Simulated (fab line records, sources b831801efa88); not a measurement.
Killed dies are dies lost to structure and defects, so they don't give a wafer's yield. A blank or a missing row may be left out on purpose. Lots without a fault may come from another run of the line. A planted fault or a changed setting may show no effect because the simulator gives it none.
A struck lot beside a sound one | flow sky130 | 16 steps out of a route of 708
Sound: wafers L121.2, L121.4, L121.6. Struck: wafers L131.1, L131.3, L131.4. The cause comes at the end.
At each step with rows: each side's tool, then ch and its chambers, then its first start. Under that, the readings that differ: sound wafers | struck wafers | difference of the means | sigmas: that difference in standard deviations of wafers without a fault.
alike: readings whose means differ by less than 2 such deviations, and words and numbers that are the same on both sides. not compared: withheld readings, readings that some wafer has no value for, bounds like >300 that may hide the same value, and numbers for which the record gives no deviation and whose values overlap.
The two part at a step that has a row with sigmas, a row that says differs or no value, or rows on one side only. Numbers that don't overlap but have no deviation are shown without sigmas and don't part them. A reading that every wafer of one side lacks parts them only if that side has two wafers or more.

first, 8 steps without rows for these wafers: SKY_CONTACT_DEHYDRATE_06 (time 60 s); SKY_CONTACT_HMDS_07 (prime time 60 s); SKY_CONTACT_COAT_08 (resist thk 60 nm); SKY_CONTACT_COAT_09 (resist thk 450 nm); SKY_CONTACT_SOFTBAKE_10 (time 90 s); SKY_CONTACT_EXPOSE_11 (exposes mask CTM1, target cd 170 nm); SKY_CONTACT_PEB_12; SKY_CONTACT_DEVELOP_13 (develop time 60 s).
SKY_CONTACT_CD_MEAS_14: target cd 170 nm.
  sound on cd_sem-01, day 33 18:18; struck on cd_sem-02, day 37 00:38
  alike: cd_nm
SKY_CONTACT_OVL_MEAS_15:
  sound on overlay-01, day 33 18:25; struck on overlay-02, day 37 00:45
  alike: CONTACT_OVL
SKY_CONTACT_ETCH_16: etches BARC in N2/H2, stops on SiO2, time 45.9 s, target depth 60 nm.
  sound on rie_diel-03 ch 0,1,3, day 33 18:26; struck on rie_diel-02 ch 0,1,3, day 37 00:47
  alike: bias_w, drypump_motor_current_A, oes_product_au, throttle_valve_pct
  not compared: rf_hours_counter_h
SKY_CONTACT_ETCH_17: etches SiO2 in C4F8/O2/Ar, stops on Si3N4, target depth 340 nm.
  sound on rie_diel-03 ch 0,1,3, day 33 18:29; struck on rie_diel-02 ch 0,1,3, day 37 00:50
  alike: bias_w, oes_product_au
SKY_CONTACT_ETCH_18: etches Si3N4 in CHF3/O2, stops on TiN, time 39 s, target depth 75 nm.
  sound on rie_diel-03 ch 0,1,3, day 33 18:00; struck on rie_diel-02 ch 0,1,3, day 37 00:00
  reading                                                | sound             | struck            | difference | sigmas
  bias_w (W)                                             | 200.5 200.2 199.9 | 363.6 364.7 363.8 | +163.8     | +99 or more
  model.KrF-thick_of_CONTACT_COAT_09.thk_nm (nm)         | 236.1 244.2 240.1 | 218.9 226.6 223.5 | -17.1      |
  model.TiN_of_LOCAL_INTERCONNECT_SPUTTER_00.thk_nm (nm) | 99.01 99.59 98.26 | 96.49 95.46 97.31 | -2.53      |
  alike: drypump_motor_current_A, oes_product_au, throttle_valve_pct
  not compared: rf_hours_counter_h
SKY_CONTACT_STRIP_19: strips in O2/N2.
  sound on plasma_asher-04 ch 0,1, day 33 18:34; struck on plasma_asher-04 ch 0,1, day 37 00:55
  reading                      | sound          | struck         | difference | sigmas
  strip_time_to_endpoint_s (s) | 3.53 3.63 3.60 | 3.37 3.44 3.41 | -0.18      | -4
  alike: drypump_motor_current_A, oes_product_au
  not compared: rf_hours_counter_h
then, 1 step without rows for these wafers: SKY_CONTACT_STRIP_20 (strips in post etch residue remover, time 1200 s).
-- the record jumps here: 13 days lie between the struck wafers' starts before and after (it left off in module CONTACT and takes up again in module PAD_OPEN, whose first step shown is number 708 of the route) --
SKY_PAD_OPEN_PROBE_99:
  sound on prober-02, day 47 12:23; struck on prober-02, day 49 17:27
  reading            | sound    | struck   | difference | sigmas
  killed_at_contacts | 30 32 27 | 12 23 23 | -10        | -2
  alike: killed_at_M0_to_M3, killed_at_M4_up, killed_at_front_end, killed_at_other, killed_dies, killed_on_rim, killed_open, killed_short

WHERE THEY PART
First at SKY_CONTACT_ETCH_18; last, within this record, at SKY_PAD_OPEN_PROBE_99.

WHY: what the simulator had put in
Process parameter drift: rie_diel-02, from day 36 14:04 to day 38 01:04, at SKY_CONTACT_ETCH_18. Setting bias_w, moved by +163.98, from 200. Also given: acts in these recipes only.
